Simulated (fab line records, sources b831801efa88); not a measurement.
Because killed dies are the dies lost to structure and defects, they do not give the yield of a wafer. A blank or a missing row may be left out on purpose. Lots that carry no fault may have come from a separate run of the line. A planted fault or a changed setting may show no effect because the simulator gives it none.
fab line records || flow gf180mcu
record: {"lots": 6, "wafers": 18, "last_day": 34}
route steps=602 shown STI@18
lots that met no fault: taken from a fault-free run of the same line
start_h: hours from the record's opening day to when the first of the lot's shown wafers began || wait_h: time in hours since the lot's previous step || " repeats the value in the row above || L1.1+2: one row covering several wafers at once || - either no value or no given start || * or withheld: withheld || < > ~ a bound
route shown NAME@n: names a module that has steps shown in the file, with the first one's number in the route || usual: the fault-free wafers' mean and standard deviation || same: alike in all rows || chamber/n: place in a boat || sites: the reading at each site || _std_site: the standard deviation of these || _edge_site: the outer-site mean with the inner-site mean subtracted || radius_mm: how far each site lies from the wafer's centre || mask NAME#n: copy n || behind: the tool/chamber that last shaped the wafer || hold: why the lot was held/for how many hours/how that ended || device: whichever transistor did not switch (one of n, p or np) || end of line: tests of these same wafers at the route's end || for a step that has no rows: nothing shown but its recipe || killed: count of dies lost to structure and defects at first sort (not the wafer's yield) || map: dies across one wafer; x = killed, . = not, _ = none there
set.NAME: the setting the step ran with; set.NAME@STEP: the setting that earlier step ran with || model.NAME: the simulator's own value behind a step, which no gauge read
certain route steps with their lots: each step a table, each wafer a row
services: the hour from which a tool's chamber was out of use, counted from the record's first day as start_h (under 0 if before that day), plus the number of hours and why
== steps ==
step: GF_STI_WET_ETCH_17
recipe: {"chemistry": "H3PO4", "target_depth_nm": 45, "temp_c": 160, "target": "Si3N4", "time_s": 514}
step: GF_STI_CLEAN_18
recipe: {"chemistry": "SC1/SC2", "mix": "1:4:20", "temp_c": 70, "time_s": 144.5}
step: GF_STI_CLEAN_19
recipe: {"chemistry": "dHF", "time_s": 20, "dilution": "100:1"}
step: GF_STI_WET_ETCH_20
recipe: {"chemistry": "dHF", "dilution": "100:1", "target_depth_nm": 20, "temp_c": 25, "dry": "ipa_marangoni", "target": "SiO2", "time_s": 400}
step: GF_STI_OXIDATION_21
recipe: {"temp_c": 1000, "ambient": "O2", "stabilise_s": 600, "purge_s": 300, "target_thk_a": 150, "ox_time_s": 458}
step: GF_STI_THK_MEAS_22
recipe: {"reads": "SiO2_of_STI_OXIDATION_21"}
usual: {"STI_OXIDATION_01_THK": "14.95/0.3"}
{"lot.wafer": "L544.1", "tool": "film_metro-03", "chamber": "-", "start_h": 35.70, "wait_h": 0.0, "STI_OXIDATION_01_THK[nm]": 15.24}
{"lot.wafer": "L544.3", "tool": "film_metro-03", "chamber": "-", "start_h": 35.70, "wait_h": 0.0, "STI_OXIDATION_01_THK[nm]": 14.79}
{"lot.wafer": "L544.6", "tool": "film_metro-03", "chamber": "-", "start_h": 35.70, "wait_h": 0.0, "STI_OXIDATION_01_THK[nm]": 15.22}
{"lot.wafer": "L547.3", "tool": "film_metro-03", "chamber": "-", "start_h": 48.94, "wait_h": 0.0, "STI_OXIDATION_01_THK[nm]": 14.41}
{"lot.wafer": "L547.5", "tool": "film_metro-03", "chamber": "-", "start_h": 48.94, "wait_h": 0.0, "STI_OXIDATION_01_THK[nm]": 14.24}
{"lot.wafer": "L547.6", "tool": "film_metro-03", "chamber": "-", "start_h": 48.94, "wait_h": 0.0, "STI_OXIDATION_01_THK[nm]": 14.54}
{"lot.wafer": "L548.1", "tool": "film_metro-04", "chamber": "-", "start_h": 55.58, "wait_h": 0.0, "STI_OXIDATION_01_THK[nm]": 14.99}
{"lot.wafer": "L548.3", "tool": "film_metro-04", "chamber": "-", "start_h": 55.58, "wait_h": 0.0, "STI_OXIDATION_01_THK[nm]": 15.11}
{"lot.wafer": "L548.5", "tool": "film_metro-04", "chamber": "-", "start_h": 55.58, "wait_h": 0.0, "STI_OXIDATION_01_THK[nm]": 14.98}
{"lot.wafer": "L557.2", "tool": "film_metro-04", "chamber": "-", "start_h": 99.78, "wait_h": 0.0, "STI_OXIDATION_01_THK[nm]": 15.12}
{"lot.wafer": "L557.5", "tool": "film_metro-04", "chamber": "-", "start_h": 99.78, "wait_h": 0.0, "STI_OXIDATION_01_THK[nm]": 15.49}
{"lot.wafer": "L557.6", "tool": "film_metro-04", "chamber": "-", "start_h": 99.78, "wait_h": 0.0, "STI_OXIDATION_01_THK[nm]": 15.13}
{"lot.wafer": "L558.2", "tool": "film_metro-04", "chamber": "-", "start_h": 104.33, "wait_h": 0.0, "STI_OXIDATION_01_THK[nm]": 14.97}
{"lot.wafer": "L558.4", "tool": "film_metro-04", "chamber": "-", "start_h": 104.33, "wait_h": 0.0, "STI_OXIDATION_01_THK[nm]": 14.71}
{"lot.wafer": "L558.5", "tool": "film_metro-04", "chamber": "-", "start_h": 104.33, "wait_h": 0.0, "STI_OXIDATION_01_THK[nm]": 14.68}
{"lot.wafer": "L566.1", "tool": "film_metro-02", "chamber": "-", "start_h": 146.16, "wait_h": 0.0, "STI_OXIDATION_01_THK[nm]": 14.79}
{"lot.wafer": "L566.4", "tool": "film_metro-02", "chamber": "-", "start_h": 146.16, "wait_h": 0.0, "STI_OXIDATION_01_THK[nm]": 14.85}
{"lot.wafer": "L566.5", "tool": "film_metro-02", "chamber": "-", "start_h": 146.16, "wait_h": 0.0, "STI_OXIDATION_01_THK[nm]": 14.99}
step: GF_STI_CVD_23
recipe: {"material": "SiO2", "target_thk_nm": 650, "sigma_open_frac": 0.3, "time_s": 108.3, "temp_c": 600, "sih4_flow_sccm": 60, "pressure_mtorr": 6}
step: GF_STI_THK_MEAS_24
recipe: {"reads": "SiO2_of_STI_CVD_23"}
usual: {"STI_CVD_23_THK": "646/6.7"}
{"lot.wafer": "L544.1", "tool": "film_metro-04", "chamber": "-", "start_h": 35.83, "wait_h": 0.0, "STI_CVD_23_THK[nm]": 648}
{"lot.wafer": "L544.3", "tool": "film_metro-04", "chamber": "-", "start_h": 35.83, "wait_h": 0.0, "STI_CVD_23_THK[nm]": 645}
{"lot.wafer": "L544.6", "tool": "film_metro-04", "chamber": "-", "start_h": 35.83, "wait_h": 0.0, "STI_CVD_23_THK[nm]": 649}
{"lot.wafer": "L547.3", "tool": "film_metro-04", "chamber": "-", "start_h": 49.11, "wait_h": 0.1, "STI_CVD_23_THK[nm]": 644}
{"lot.wafer": "L547.5", "tool": "film_metro-04", "chamber": "-", "start_h": 49.11, "wait_h": 0.1, "STI_CVD_23_THK[nm]": 640}
{"lot.wafer": "L547.6", "tool": "film_metro-04", "chamber": "-", "start_h": 49.11, "wait_h": 0.1, "STI_CVD_23_THK[nm]": 634}
{"lot.wafer": "L548.1", "tool": "film_metro-02", "chamber": "-", "start_h": 55.71, "wait_h": 0.0, "STI_CVD_23_THK[nm]": 649}
{"lot.wafer": "L548.3", "tool": "film_metro-02", "chamber": "-", "start_h": 55.71, "wait_h": 0.0, "STI_CVD_23_THK[nm]": 649}
{"lot.wafer": "L548.5", "tool": "film_metro-02", "chamber": "-", "start_h": 55.71, "wait_h": 0.0, "STI_CVD_23_THK[nm]": 651}
{"lot.wafer": "L557.2", "tool": "film_metro-03", "chamber": "-", "start_h": 99.91, "wait_h": 0.0, "STI_CVD_23_THK[nm]": 652}
{"lot.wafer": "L557.5", "tool": "film_metro-03", "chamber": "-", "start_h": 99.91, "wait_h": 0.0, "STI_CVD_23_THK[nm]": 655}
{"lot.wafer": "L557.6", "tool": "film_metro-03", "chamber": "-", "start_h": 99.91, "wait_h": 0.0, "STI_CVD_23_THK[nm]": 648}
{"lot.wafer": "L558.2", "tool": "film_metro-04", "chamber": "-", "start_h": 104.47, "wait_h": 0.0, "STI_CVD_23_THK[nm]": 654}
{"lot.wafer": "L558.4", "tool": "film_metro-04", "chamber": "-", "start_h": 104.47, "wait_h": 0.0, "STI_CVD_23_THK[nm]": 647}
{"lot.wafer": "L558.5", "tool": "film_metro-04", "chamber": "-", "start_h": 104.47, "wait_h": 0.0, "STI_CVD_23_THK[nm]": 642}
{"lot.wafer": "L566.1", "tool": "film_metro-03", "chamber": "-", "start_h": 146.30, "wait_h": 0.0, "STI_CVD_23_THK[nm]": 653}
{"lot.wafer": "L566.4", "tool": "film_metro-03", "chamber": "-", "start_h": 146.30, "wait_h": 0.0, "STI_CVD_23_THK[nm]": 656}
{"lot.wafer": "L566.5", "tool": "film_metro-03", "chamber": "-", "start_h": 146.30, "wait_h": 0.0, "STI_CVD_23_THK[nm]": 661}
step: GF_STI_CMP_25
recipe: {"stop_on": "Si3N4", "t_overpolish_s": 33, "down_force_psi": 4, "platen_rpm": 60, "target_thk_nm": 524.6, "pad_velocity_m_s": 0.94248}
usual: {"motor_current_A": "11.6/1.1", "overpolish_run_s": "33.001/0.0087", "time_to_endpoint_s": "123/4.4"}
{"lot.wafer": "L544.1", "tool": "cmp-02", "chamber": 0, "start_h": 35.99, "wait_h": 0.1, "motor_current_A": 10.5, "overpolish_run_s": 33.007, "time_to_endpoint_s": 130}
{"lot.wafer": "L544.3", "tool": "cmp-02", "chamber": 1, "start_h": 35.99, "wait_h": 0.1, "motor_current_A": 11.2, "overpolish_run_s": 33.009, "time_to_endpoint_s": 121}
{"lot.wafer": "L544.6", "tool": "cmp-02", "chamber": 2, "start_h": 35.99, "wait_h": 0.1, "motor_current_A": 12.1, "overpolish_run_s": 33.001, "time_to_endpoint_s": 127}
{"lot.wafer": "L547.3", "tool": "cmp-02", "chamber": 3, "start_h": 49.15, "wait_h": 0.0, "motor_current_A": 11.4, "overpolish_run_s": 32.996, "time_to_endpoint_s": 123}
{"lot.wafer": "L547.5", "tool": "cmp-02", "chamber": 3, "start_h": 49.15, "wait_h": 0.0, "motor_current_A": 11.3, "overpolish_run_s": 33.007, "time_to_endpoint_s": 120}
{"lot.wafer": "L547.6", "tool": "cmp-02", "chamber": 0, "start_h": 49.15, "wait_h": 0.0, "motor_current_A": 9.9, "overpolish_run_s": 33.008, "time_to_endpoint_s": 129}
{"lot.wafer": "L548.1", "tool": "cmp-01", "chamber": 1, "start_h": 55.77, "wait_h": 0.1, "motor_current_A": 13.4, "overpolish_run_s": 33.001, "time_to_endpoint_s": 120}
{"lot.wafer": "L548.3", "tool": "cmp-01", "chamber": 2, "start_h": 55.77, "wait_h": 0.1, "motor_current_A": 10.2, "overpolish_run_s": 32.996, "time_to_endpoint_s": 122}
{"lot.wafer": "L548.5", "tool": "cmp-01", "chamber": 1, "start_h": 55.77, "wait_h": 0.1, "motor_current_A": 13.5, "overpolish_run_s": 33.017, "time_to_endpoint_s": 118}
{"lot.wafer": "L557.2", "tool": "cmp-01", "chamber": 2, "start_h": 100.01, "wait_h": 0.1, "motor_current_A": 10.9, "overpolish_run_s": 33.008, "time_to_endpoint_s": 122}
{"lot.wafer": "L557.6", "tool": "cmp-01", "chamber": 1, "start_h": 100.01, "wait_h": 0.1, "motor_current_A": 13.1, "overpolish_run_s": 33.006, "time_to_endpoint_s": 123}
{"lot.wafer": "L557.5", "tool": "cmp-01", "chamber": 2, "start_h": 100.01, "wait_h": 0.1, "motor_current_A": 10.4, "overpolish_run_s": 33.005, "time_to_endpoint_s": 125}
{"lot.wafer": "L558.4", "tool": "cmp-01", "chamber": 1, "start_h": 104.52, "wait_h": 0.0, "motor_current_A": 13.9, "overpolish_run_s": 33.002, "time_to_endpoint_s": 120}
{"lot.wafer": "L558.2", "tool": "cmp-01", "chamber": 3, "start_h": 104.52, "wait_h": 0.0, "motor_current_A": 11.6, "overpolish_run_s": 33.000, "time_to_endpoint_s": 124}
{"lot.wafer": "L558.5", "tool": "cmp-01", "chamber": 2, "start_h": 104.52, "wait_h": 0.0, "motor_current_A": 10.8, "overpolish_run_s": 33.006, "time_to_endpoint_s": 116}
{"lot.wafer": "L566.1", "tool": "cmp-02", "chamber": 0, "start_h": 146.46, "wait_h": 0.1, "motor_current_A": 10.8, "overpolish_run_s": 33.006, "time_to_endpoint_s": 135}
{"lot.wafer": "L566.4", "tool": "cmp-02", "chamber": 1, "start_h": 146.46, "wait_h": 0.1, "motor_current_A": 11.8, "overpolish_run_s": 32.989, "time_to_endpoint_s": 121}
{"lot.wafer": "L566.5", "tool": "cmp-02", "chamber": 3, "start_h": 146.46, "wait_h": 0.1, "motor_current_A": 11.7, "overpolish_run_s": 33.009, "time_to_endpoint_s": 125}
step: GF_STI_WET_ETCH_26
recipe: {"chemistry": "dHF", "target_depth_nm": 94, "target": "SiO2", "temp_c": 25, "dilution": "10:1", "time_s": 188}
step: GF_STI_WET_ETCH_27
recipe: {"chemistry": "H3PO4", "target_depth_nm": 160, "target": "Si3N4", "temp_c": 160.9, "time_s": 1825}
step: GF_STI_WET_ETCH_28
recipe: {"chemistry": "dHF", "target_depth_nm": 20, "dry": "ipa_marangoni", "target": "SiO2", "temp_c": 25, "dilution": "10:1", "time_s": 40}
step: GF_STI_OXIDATION_29
recipe: {"temp_c": 900, "ambient": "O2", "stabilise_s": 600, "purge_s": 300, "target_thk_a": 100, "ox_time_s": 1418}
usual: {"ox_temp_c": "900.0/0.38", "ox_temp_c_max": "903.6/0.7", "spike_tc_bottom_C": "915.8/0.98", "spike_tc_lower_C": "901.5/1.2", "spike_tc_upper_C": "900.1/0.96", "zone_power_lower_pct": "17.3/1.3"}
{"lot.wafer": "L544.1", "tool": "furnace-02", "chamber": 0, "start_h": 39.48, "wait_h": 2.2, "ox_temp_c": 899.5, "ox_temp_c_max": 902.8, "spike_tc_bottom_C": 916.6, "spike_tc_lower_C": 902.7, "spike_tc_upper_C": 900.6, "zone_power_lower_pct": 16.9}
{"lot.wafer": "L544.3", "tool": "furnace-02", "chamber": 0, "start_h": 39.48, "wait_h": 2.2, "ox_temp_c": 900.7, "ox_temp_c_max": 904.2, "spike_tc_bottom_C": 916.8, "spike_tc_lower_C": 902.5, "spike_tc_upper_C": 899.1, "zone_power_lower_pct": 16.8}
{"lot.wafer": "L544.6", "tool": "furnace-02", "chamber": 0, "start_h": 39.48, "wait_h": 2.2, "ox_temp_c": 900.4, "ox_temp_c_max": 903.8, "spike_tc_bottom_C": 914.9, "spike_tc_lower_C": 902.4, "spike_tc_upper_C": 898.6, "zone_power_lower_pct": 16.6}
{"lot.wafer": "L547.3", "tool": "furnace-02", "chamber": "-", "start_h": 50.36, "wait_h": 0.3, "ox_temp_c": "-", "ox_temp_c_max": "-", "spike_tc_bottom_C": "-", "spike_tc_lower_C": "-", "spike_tc_upper_C": "-", "zone_power_lower_pct": "-"}
{"lot.wafer": "L547.5", "tool": "furnace-02", "chamber": "-", "start_h": 50.36, "wait_h": 0.3, "ox_temp_c": "-", "ox_temp_c_max": "-", "spike_tc_bottom_C": "-", "spike_tc_lower_C": "-", "spike_tc_upper_C": "-", "zone_power_lower_pct": "-"}
{"lot.wafer": "L547.6", "tool": "furnace-02", "chamber": "-", "start_h": 50.36, "wait_h": 0.3, "ox_temp_c": "-", "ox_temp_c_max": "-", "spike_tc_bottom_C": "-", "spike_tc_lower_C": "-", "spike_tc_upper_C": "-", "zone_power_lower_pct": "-"}
{"lot.wafer": "L548.1", "tool": "furnace-02", "chamber": "-", "start_h": 57.83, "wait_h": 1.0, "ox_temp_c": "-", "ox_temp_c_max": "-", "spike_tc_bottom_C": "-", "spike_tc_lower_C": "-", "spike_tc_upper_C": "-", "zone_power_lower_pct": "-"}
{"lot.wafer": "L548.3", "tool": "furnace-02", "chamber": "-", "start_h": 57.83, "wait_h": 1.0, "ox_temp_c": "-", "ox_temp_c_max": "-", "spike_tc_bottom_C": "-", "spike_tc_lower_C": "-", "spike_tc_upper_C": "-", "zone_power_lower_pct": "-"}
{"lot.wafer": "L548.5", "tool": "furnace-02", "chamber": "-", "start_h": 57.83, "wait_h": 1.0, "ox_temp_c": "-", "ox_temp_c_max": "-", "spike_tc_bottom_C": "-", "spike_tc_lower_C": "-", "spike_tc_upper_C": "-", "zone_power_lower_pct": "-"}
{"lot.wafer": "L557.2", "tool": "furnace-01", "chamber": 0, "start_h": 101.65, "wait_h": 0.0, "ox_temp_c": 900.4, "ox_temp_c_max": 903.5, "spike_tc_bottom_C": 916.9, "spike_tc_lower_C": 899.6, "spike_tc_upper_C": 898.4, "zone_power_lower_pct": 19.3}
{"lot.wafer": "L557.5", "tool": "furnace-01", "chamber": 0, "start_h": 101.65, "wait_h": 0.0, "ox_temp_c": 900.3, "ox_temp_c_max": 902.8, "spike_tc_bottom_C": 915.9, "spike_tc_lower_C": 899.4, "spike_tc_upper_C": 898.2, "zone_power_lower_pct": 19.6}
{"lot.wafer": "L557.6", "tool": "furnace-01", "chamber": 0, "start_h": 101.65, "wait_h": 0.0, "ox_temp_c": 900.6, "ox_temp_c_max": 903.3, "spike_tc_bottom_C": 914.7, "spike_tc_lower_C": 901.4, "spike_tc_upper_C": 901.0, "zone_power_lower_pct": 20.0}
{"lot.wafer": "L558.2", "tool": "furnace-02", "chamber": 0, "start_h": 106.38, "wait_h": 1.0, "ox_temp_c": 899.8, "ox_temp_c_max": 904.2, "spike_tc_bottom_C": 916.9, "spike_tc_lower_C": 901.4, "spike_tc_upper_C": 900.6, "zone_power_lower_pct": 16.5}
{"lot.wafer": "L558.4", "tool": "furnace-02", "chamber": 0, "start_h": 106.38, "wait_h": 1.0, "ox_temp_c": 899.8, "ox_temp_c_max": 903.1, "spike_tc_bottom_C": 916.2, "spike_tc_lower_C": 903.7, "spike_tc_upper_C": 900.4, "zone_power_lower_pct": 16.6}
{"lot.wafer": "L558.5", "tool": "furnace-02", "chamber": 0, "start_h": 106.38, "wait_h": 1.0, "ox_temp_c": 900.5, "ox_temp_c_max": 903.2, "spike_tc_bottom_C": 915.3, "spike_tc_lower_C": 901.1, "spike_tc_upper_C": 901.0, "zone_power_lower_pct": 16.7}
{"lot.wafer": "L566.1", "tool": "furnace-02", "chamber": 0, "start_h": 147.61, "wait_h": 0.4, "ox_temp_c": 899.5, "ox_temp_c_max": 904.0, "spike_tc_bottom_C": 915.8, "spike_tc_lower_C": 901.0, "spike_tc_upper_C": 899.4, "zone_power_lower_pct": 17.0}
{"lot.wafer": "L566.4", "tool": "furnace-02", "chamber": 0, "start_h": 147.61, "wait_h": 0.4, "ox_temp_c": 899.4, "ox_temp_c_max": 902.9, "spike_tc_bottom_C": 916.9, "spike_tc_lower_C": 902.8, "spike_tc_upper_C": 900.1, "zone_power_lower_pct": 16.7}
{"lot.wafer": "L566.5", "tool": "furnace-02", "chamber": 0, "start_h": 147.61, "wait_h": 0.4, "ox_temp_c": 899.9, "ox_temp_c_max": 903.9, "spike_tc_bottom_C": 916.9, "spike_tc_lower_C": 901.1, "spike_tc_upper_C": 901.7, "zone_power_lower_pct": 16.7}
== services ==
{"tool": "furnace-01", "chamber": "-", "start_h": 15.91, "hours": 3.3, "kind": "pm"}
{"tool": "cmp-01", "chamber": "-", "start_h": 16.00, "hours": 0.5, "kind": "repair"}
{"tool": "cmp-01", "chamber": "-", "start_h": 64.00, "hours": 4.0, "kind": "pm"}
{"tool": "cmp-01", "chamber": "-", "start_h": 68.00, "hours": "-", "kind": "consumable_replace:conditioner"}
{"tool": "cmp-01", "chamber": "-", "start_h": 68.00, "hours": "-", "kind": "consumable_replace:pad"}
{"tool": "cmp-02", "chamber": "-", "start_h": 112.74, "hours": 0.6, "kind": "repair"}
{"tool": "cmp-02", "chamber": "-", "start_h": 124.70, "hours": 4.5, "kind": "repair"}
== key ==
first_sign: {"step": "GF_STI_OXIDATION_29", "reading": "tool_record", "direction": "missing"}
effect none on later readings
met_at GF_STI_OXIDATION_29
struck_wafers L547.3,L547.5,L547.6,L548.1,L548.3,L548.5
later_rows_left_out L547.3,L547.5,L547.6,L548.1,L548.3,L548.5
sort_left_out L547.3,L547.5,L547.6,L548.1,L548.3,L548.5
tester_left_out L547,L548
onset_between 39.48 50.36
fault: {"kind": "skipped_step_whole", "tool": "furnace-02", "chamber": "-", "onset_h": 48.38, "steps": "GF_STI_OXIDATION_29", "scope": "struck_lots_only"}
tester_left_out: of these lots the tester's yield and bins aren't shown, on N5 and GAA mostly nor the transistor test; their killed dies are dies lost to structure and defects alone, not to doping, threshold or leakage, so they don't give the yield
sort_left_out: the simulated sort isn't trusted on such a fault, so these wafers' sort isn't shown, and their yield isn't known
later_rows_left_out: the simulator's readings of these wafers behind a module that went badly wrong aren't trusted and aren't shown, but for the sort
